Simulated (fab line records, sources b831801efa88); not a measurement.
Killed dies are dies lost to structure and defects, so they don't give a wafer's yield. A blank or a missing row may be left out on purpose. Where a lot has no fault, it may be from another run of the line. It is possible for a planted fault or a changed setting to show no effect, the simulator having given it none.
Which tool did it? | flow gf180mcu | 13 lots with 39 wafers sampled at 5 steps, on a route of 602 steps

## WHAT EACH GAUGE READ, for each wafer
GF_V5_THK_MEAS_03.
lot  | measured     | on            | V5_CVD_02_THK (nm)
L879 | day 26 04:44 | film metro-04 | 1459 1458 1464
L880 | day 26 12:07 | film metro-04 | 1424 1465 1465
L881 | day 26 23:37 | film metro-04 | 1449 1483 1475
L883 | day 27 20:25 | film metro-04 | 1449 1092 1468
L884 | day 28 02:46 | film metro-02 | 1443 1126 1129
L892 | day 30 11:19 | film metro-02 | 1420 1427 1462
L896 | day 31 08:29 | film metro-03 | 1439 1451 1472
L897 | day 31 16:21 | film metro-04 | 1426 1473 1429
L898 | day 31 21:31 | film metro-02 | 1445 1432 1446
L899 | day 32 07:32 | film metro-04 | 1451 1440 1484
L901 | day 32 16:33 | film metro-04 | 1463 1484 1460
L900 | day 32 17:13 | film metro-03 | 1464 1432 1459
L902 | day 32 18:35 | film metro-04 | 1466 1445 1500

GF_V5_THK_MEAS_25: measures by xrf.
lot  | measured     | on            | V5_W_THK (nm)
L879 | day 27 02:53 | film metro-02 | 365 360 352
L880 | day 27 09:43 | film metro-04 | 349 370 348
L881 | day 27 21:52 | film metro-04 | 356 356 375
L883 | day 28 17:17 | film metro-03 | 361 382 353
L884 | day 28 23:33 | film metro-04 | 378 380 353
L892 | day 31 07:10 | film metro-02 | 365 371 368
L896 | day 32 03:31 | film metro-02 | 349 352 354
L897 | day 32 10:52 | film metro-04 | 344 343 339
L898 | day 32 16:23 | film metro-04 | 357 359 357
L899 | day 33 01:34 | film metro-04 | 373 372 352
L901 | day 33 10:02 | film metro-04 | 355 357 349
L900 | day 33 10:50 | film metro-02 | 356 357 362
L902 | day 33 11:52 | film metro-03 | 373 354 361

GF_PASSIVATION_BOW_MEAS_14.
lot  | measured     | on            | PASSIVATION_BOW (um)
L879 | day 28 22:14 | film metro-03 | 127 122 127
L880 | day 29 03:31 | film metro-04 | 130 132 135
L881 | day 29 16:22 | film metro-03 | 134 144 144
L883 | day 30 10:01 | film metro-04 | 127 135 130
L884 | day 30 16:37 | film metro-03 | 136 127 129
L892 | day 32 20:25 | film metro-04 | 124 125 133
L896 | day 33 15:38 | film metro-04 | 133 122 134
L897 | day 33 22:46 | film metro-01 | 143 135 141
L898 | day 34 03:02 | film metro-03 | 140 119 138
L899 | day 34 11:41 | film metro-03 | 133 129 138
L901 | day 34 19:53 | film metro-01 | 130 138 134
L900 | day 34 20:38 | film metro-01 | 138 134 135
L902 | day 34 21:23 | film metro-03 | 135 134 138

## WHAT TOOL EACH LOT RAN ON (gives the tool, then ch and the chambers of the sampled wafers, and finally the start)
lot  | GF_V5_CVD_02                    | GF_V5_CVD_23
L879 | pecvd-01 ch 0,1,2, day 26 04:39 | cvd w-02 ch 0,1, day 27 02:39
L880 | pecvd-01 ch 0,1, day 26 12:00   | cvd w-01 ch 0,1, day 27 09:29
L881 | pecvd-01 ch 0,1, day 26 23:31   | cvd w-01 ch 0,1, day 27 21:38
L883 | pecvd-01 ch 0,1, day 27 20:19   | cvd w-01 ch 0,1, day 28 17:03
L884 | pecvd-01 ch 0,2, day 28 02:40   | cvd w-01 ch 0,1, day 28 23:19
L892 | pecvd-03 ch 0,1,2, day 30 11:13 | cvd w-01 ch 0, day 31 06:56
L896 | pecvd-03 ch 1,2, day 31 08:23   | cvd w-01 ch 1, day 32 03:12
L897 | pecvd-04 ch 0,1, day 31 16:13   | cvd w-01 ch 1, day 32 10:34
L898 | pecvd-04 ch 0,2, day 31 21:23   | cvd w-02 ch 0,1, day 32 16:09
L899 | pecvd-01 ch 1,2, day 32 07:25   | cvd w-01 ch 0,1, day 33 01:19
L901 | pecvd-03 ch 0,1,2, day 32 16:28 | cvd w-02 ch 0,1, day 33 09:48
L900 | pecvd-04 ch 1,2, day 32 17:06   | cvd w-02 ch 0,1, day 33 10:35
L902 | pecvd-04 ch 0,1, day 32 18:28   | cvd w-01 ch 0,1, day 33 11:37
- GF_V5_CVD_02: deposits SiO2 from TEOS, target thk 1450 nm, time 163.28 s.
- GF_V5_CVD_23: deposits W, target thk 350 nm, time 104.9 s.

## WHAT THE TOOLS THEMSELVES READ (means of the sampled wafers that have a number; where no wafer has one, the mark that the record gives instead)
GF_V5_CVD_02.
lot  | tool     | heater power w (W)
L879 | pecvd-01 | 541
L880 | pecvd-01 | 628
L881 | pecvd-01 | 624
L883 | pecvd-01 | 544
L884 | pecvd-01 | 596
L892 | pecvd-03 | 576
L896 | pecvd-03 | 589
L897 | pecvd-04 | 636
L898 | pecvd-04 | 633
L899 | pecvd-01 | 565
L901 | pecvd-03 | 495
L900 | pecvd-04 | 706
L902 | pecvd-04 | 663

GF_V5_CVD_23.
lot  | tool     | heater power w (W)
L879 | cvd w-02 | 904
L880 | cvd w-01 | 908
L881 | cvd w-01 | 927
L883 | cvd w-01 | 925
L884 | cvd w-01 | 953
L892 | cvd w-01 | 1036
L896 | cvd w-01 | 853
L897 | cvd w-01 | 870
L898 | cvd w-02 | 942
L899 | cvd w-01 | 966
L901 | cvd w-02 | 926
L900 | cvd w-02 | 944
L902 | cvd w-01 | 914

## THE ANSWER, worked out from the rows above alone
Rule: what is usual is taken from the lots themselves. The widest of any qualifying gaps counts: lots, ordered by their means at a reading, are off when they make up no more than a third of the lots, leave a main group of 4 or more, and stand apart from it by 3 or more times the standard deviation of that group's means. Not used: any main group whose means are identical at the precision the tables above print for the reading. A lot without any number at a reading at which 4 lots or more have one is off too. Any other lot the step has rows for is counted as sound. Order of review: gauges by route order, followed by the tools' own readings, for which a lot's mean as printed above is used. The first step at which some lot is off is used, and at that step the reading that is off furthest; a lot without a number counts as furthest.
Off: L883, L884, seen at GF_V5_THK_MEAS_03 (V5_CVD_02_THK). For the main group the mean is 1455 nm and the standard deviation 11.
If a tool, at a process step before that reading, ran all the lots that are off and no sound lot after the first of them, it fits. Gauges at GF_V5_THK_MEAS_03: tried the same way as those tools. Of those tried, none fits.

## WHAT THE SIMULATOR HAD INSERTED
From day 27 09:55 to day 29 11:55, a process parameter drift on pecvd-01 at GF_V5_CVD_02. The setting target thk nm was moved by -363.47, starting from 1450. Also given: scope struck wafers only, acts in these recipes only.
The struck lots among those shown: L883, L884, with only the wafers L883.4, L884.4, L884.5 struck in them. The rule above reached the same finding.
